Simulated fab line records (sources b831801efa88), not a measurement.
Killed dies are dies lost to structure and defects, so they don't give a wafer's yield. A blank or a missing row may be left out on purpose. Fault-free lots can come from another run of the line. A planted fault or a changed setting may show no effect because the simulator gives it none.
2 desks looking at one fault || flow gf180mcu || only its own numbers are on each desk; what lay behind them is given at the end

== AT THE TOOL OWNER'S DESK: cmp-01 ==
The tool's own readings at GF_V3_CMP_26 (polishes, stops on SiO2, t overpolish 15 s, target thk 0 nm): means of the sampled wafers that have a number, for each lot that ran on this tool. Marked OUT: a lot whose mean sits more than 4 standard deviations from the usual mean, which makes it out of limits; the brackets give that distance.
Columns: A = motorCurrentA at GF_V3_CMP_26, usual 11.6 A; B = overpolishRunS at GF_V3_CMP_26, usual 15.000 s; C = timeToEndpointS at GF_V3_CMP_26, usual 86 s
{"lot": "L178", "first seen here": "day 23 12:23", "A": 12.8, "B": 15.004, "C": 90}
{"lot": "L185", "first seen here": "day 25 01:58", "A": 12.9, "B": 15.003, "C": 88}
{"lot": "L184", "first seen here": "day 25 04:47", "A": 12.6, "B": 15.000, "C": 88}
{"lot": "L186", "first seen here": "day 25 10:19", "A": 12.3, "B": 14.997, "C": 91}
{"lot": "L190", "first seen here": "day 26 16:39", "A": 13.1, "B": "0.038 (-99 or more) OUT", "C": "131 (+10) OUT"}
{"lot": "L191", "first seen here": "day 27 02:26", "A": 12.3, "B": "0.041 (-99 or more) OUT", "C": "131 (+10) OUT"}
{"lot": "L192", "first seen here": "day 27 09:04", "A": 13.5, "B": "0.034 (-99 or more) OUT", "C": "130 (+10) OUT"}
Finding of this desk: L190, L191, L192 out of limits; the first was L190 at day 26 16:39, on overpolishRunS at GF_V3_CMP_26. In limits: L178, L185, L184, L186.

== FROM THE METROLOGY DESK ==
What the gauges read, lot by lot, whatever tool the lot ran on: means of the sampled wafers that have a number. Marked OUT: a lot whose mean sits more than 4 standard deviations from the usual mean, which makes it out of limits; the brackets give that distance.
Columns: A = V3_CVD_02_THK at GF_V3_THK_MEAS_03, usual 852 nm; B = M4_OVL at GF_M4_OVL_MEAS_15, usual -1 nm
{"lot": "L177", "first seen here": "day 21 09:43", "A": 855, "B": -3}
{"lot": "L178", "first seen here": "day 22 11:30", "A": 858, "B": 5}
{"lot": "L180", "first seen here": "day 22 19:13", "A": 845, "B": -2}
{"lot": "L183", "first seen here": "day 23 09:07", "A": 847, "B": -3}
{"lot": "L185", "first seen here": "day 24 02:02", "A": 860, "B": -2}
{"lot": "L184", "first seen here": "day 24 05:34", "A": 864, "B": -12}
{"lot": "L186", "first seen here": "day 24 10:37", "A": 867, "B": -7}
{"lot": "L190", "first seen here": "day 25 17:43", "A": 857, "B": "-"}
{"lot": "L191", "first seen here": "day 26 03:39", "A": 850, "B": "-"}
{"lot": "L192", "first seen here": "day 26 10:37", "A": 857, "B": "-"}
{"lot": "L193", "first seen here": "day 26 18:27", "A": 847, "B": -2}
{"lot": "L195", "first seen here": "day 27 13:25", "A": 853, "B": -2}
{"lot": "L198", "first seen here": "day 28 12:51", "A": 854, "B": -11}
{"lot": "L200", "first seen here": "day 28 20:05", "A": 855, "B": -7}
This desk's verdict: no lot among the 14 shows anything out of limits.

== TAKEN TOGETHER ==
The tool owner's desk could have raised an alarm at day 26 16:39, on L190, L191, L192.
At the metrology desk, nothing out of limits was observed.
The metrology desk has L190, L191, L192 on record, within its limits.
Of the lots named, all ran GF_V3_CMP_26 on cmp-01.

== WHAT THE SIMULATOR HAD PUT IN ==
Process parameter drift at GF_V3_CMP_26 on cmp-01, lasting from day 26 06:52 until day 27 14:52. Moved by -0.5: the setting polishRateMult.
Shown lots that were struck: L190, L191, L192.
Time in hours from fault onset to the first out-of-limits reading at each desk: the tool owner's desk, 10.
